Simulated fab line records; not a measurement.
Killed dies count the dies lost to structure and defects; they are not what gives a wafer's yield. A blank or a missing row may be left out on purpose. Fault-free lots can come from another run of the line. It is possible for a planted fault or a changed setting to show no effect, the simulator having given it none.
8D (eight disciplines) problem report, filled in by code	flow gf180mcu	the parts of the form that need people (team, actions taken, sign-off) are left out

== 1. PROBLEM STATEMENT ==
run_length_s at GF_SAB_WET_ETCH_12 reads a mean of 231 s on 3 wafers of 1 lot; wafers without a fault read 468 s with a standard deviation of 3.6. Relative to the usual mean, that is a shift of -66 standard deviations.
The step: etches SiO2 in dHF, target depth 22 nm, time 440 s.
First observed at day 18 06:58: wafer L315.1, on wet_bench-03. The record has a number at this step for 39 wafers belonging to 13 lots. The rule behind "out" and "out of limits": a value lying over 4 standard deviations away from the usual mean. Any other wafer with a number is counted as sound.

== 2. WHAT IT IS; WHAT IT IS NOT ==
question	is	is not
which readings at this step	run_length_s	-
which lots	L315	L307, L308, L309, L311, L322, L324, L325, L326, L327, L328, L329, L330
which wafers of those lots	all that have a number	-
read on which tools	wet_bench-03	wet_bench-02, wet_bench-04
when	from day 18 06:58	up to then (12 sound wafers); but 24 sound wafers of L322, L324, L325, L326, L327, L328, L329, L330 came after

== 3. WHAT RULES OUT EACH SUSPECT ==
Counting: a tool at a process step up to the reading stays a suspect if it ran every lot that is out and no sound lot after the first of them.
- wet_bench-03 at GF_SAB_WET_ETCH_12 (etches SiO2 in dHF, target depth 22 nm, time 440 s): ruled out as a lasting fault. Following L315 (day 18 06:58), the first lot on it that is out, the sound lots L326, L330 were run on it.
Left after counting: nothing in the record.

== 4. THE CAUSE (what the simulator had put in) ==
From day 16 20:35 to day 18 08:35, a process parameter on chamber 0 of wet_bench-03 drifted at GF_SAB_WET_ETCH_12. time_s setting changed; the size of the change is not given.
Counting ruled it out, wrongly.

== 5. SEQUENCE OF EFFECTS, ordered by route ==
Each row: a reading whose mean over the struck wafers that have a number lies more than 3 standard deviations from the usual. Readings are gone through only where the record gives a usual standard deviation; hours: the median, over the lots, of the time from a lot's start at the first step in this table giving one to that lot's start at this step; sigmas: the change measured in usual standard deviations.
hours	step	reading	usual	on struck wafers	change	sigmas
0	GF_SAB_WET_ETCH_12	run_length_s	468 s	231	-237	-66
Here are the process steps it includes:
- GF_SAB_WET_ETCH_12: etches SiO2 in dHF, target depth 22 nm, time 440 s.

== 6. WHAT WOULD HAVE CAUGHT IT SOONER ==
In this record no reading fell out of limits until day 18 06:58, 34 hours after the fault had begun at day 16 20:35.
